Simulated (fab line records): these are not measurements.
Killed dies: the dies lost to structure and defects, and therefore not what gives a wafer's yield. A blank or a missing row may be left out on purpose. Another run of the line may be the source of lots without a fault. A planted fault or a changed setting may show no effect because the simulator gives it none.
Struck lot and sound lot, side by side -- flow sky130 -- 15 out of 708 route steps
Sound: wafers L252.1, L252.3, L252.4. Struck: wafers L259.2, L259.4, L259.5. The cause comes at the end.
For every step that has rows: the tool of each side, followed by ch and its chambers, followed by its first start. Under that, the readings that differ: sound wafers -- struck wafers -- difference of the means -- sigmas: that difference in standard deviations of wafers without a fault.
alike: same words and numbers on both sides, and readings whose means sit less than 2 such deviations apart. not compared: any withheld reading, any reading some wafer has no value for, any bound like >300 that may hide the same value, and any number with overlapping values for which the record gives no deviation.
The two part at a step that has a row with sigmas, a row that says differs or no value, or rows on one side only. Non-overlapping numbers with no deviation appear without sigmas and do not part them. A reading that every wafer of one side lacks parts them only if that side has two wafers or more.

SKY_SONOS_ONO_THK_MEAS_05:
  struck on filmMetro-01, day 15 16:15; sound on filmMetro-02, day 13 13:53
  alike: SONOS_ONO_CVD_04_THK
then, 7 steps without rows for these wafers: SKY_SONOS_ONO_DEHYDRATE_06 (time 60 s); SKY_SONOS_ONO_HMDS_07 (prime time 60 s); SKY_SONOS_ONO_COAT_08 (resist thk 1140 nm); SKY_SONOS_ONO_SOFTBAKE_09 (time 60 s); SKY_SONOS_ONO_EXPOSE_10 (exposes mask ONOM, target cd 410 nm); SKY_SONOS_ONO_PEB_11; SKY_SONOS_ONO_DEVELOP_12 (develop time 60 s).
SKY_SONOS_ONO_CD_MEAS_13: target cd 410 nm.
  struck on cdSem-01, day 16 18:40; sound on cdSem-02, day 14 15:41
reading,sound,struck,difference,sigmas
cdNm (nm),407.4 405.4 407.3,410.9 411.2 413.5,+5.2,+3
SKY_SONOS_ONO_OVL_MEAS_14:
  struck on overlay-02, day 16 18:46; sound on overlay-01, day 14 15:49
  alike: SONOS_ONO_OVL
SKY_SONOS_ONO_ETCH_15: etches the open film in CHF3/O2, target depth 19.52 nm, time 7.8 s.
  sound on rieDiel-04 ch 0,2,3, day 14 15:51; struck on rieDiel-04 ch 1,2, day 16 18:48
reading,sound,struck,difference,sigmas
drypumpMotorCurrentA (A),6.4 5.7 6.3,4.8 5.7 4.8,-1.0,-2
  alike: chf3FlowSccm, oesProductAu, throttleValvePct
  not compared: rfHoursCounterH
then, 1 step without rows for these wafers: SKY_SONOS_ONO_WET_ETCH_16 (etches SiO2 in dHF, target depth 14 nm, time 280 s).
SKY_SONOS_ONO_STRIP_17: strips in O2/N2.
  sound on plasmaAsher-01 ch 0,1, day 14 15:58; struck on plasmaAsher-01 ch 1, day 16 18:55
  no value came back on the struck wafers for chamberPressureMTorr (mTorr), drypumpMotorCurrentA (A), oesProductAu (a.u.), stripTimeToEndpointS (s); on the sound wafers chamberPressureMTorr (mTorr) reads 1501.1 1499.2 1496.9
reading,sound,struck,difference,sigmas
model.NOVOLAK_of_SONOS_ONO_COAT_08.thkNm (nm),0 0 0,1121 1120 1127,+1123,
  not compared: rfHoursCounterH
then, 1 step without rows for these wafers: SKY_SONOS_ONO_WET_ETCH_18 (etches Si3N4 in H3PO4, target depth 15 nm, time 172 s).
-- here the record skips 33 days between the struck wafers' starts before and after, leaving off in module SONOS_ONO and picking up in module PAD_OPEN (first step shown: number 708 of the route) --
SKY_PAD_OPEN_PROBE_99:
  struck on prober-02, day 49 12:16; sound on prober-02, day 47 08:52
reading,sound,struck,difference,sigmas
killedAtFrontEnd,17 16 11,415 413 434,+406,+90
killedDies,83 88 90,492 492 492,+405,+43
killedOnRim,14 17 15,96 96 96,+81,+19
  alike: killed_at_M0_to_M3, killed_at_M4_up, killedAtContacts, killedAtOther, killedOpen, killedShort

## WHERE THEY PART
At SKY_SONOS_ONO_CD_MEAS_13 first; at SKY_PAD_OPEN_PROBE_99 last (within this record only).

WHY: what the simulator had put in
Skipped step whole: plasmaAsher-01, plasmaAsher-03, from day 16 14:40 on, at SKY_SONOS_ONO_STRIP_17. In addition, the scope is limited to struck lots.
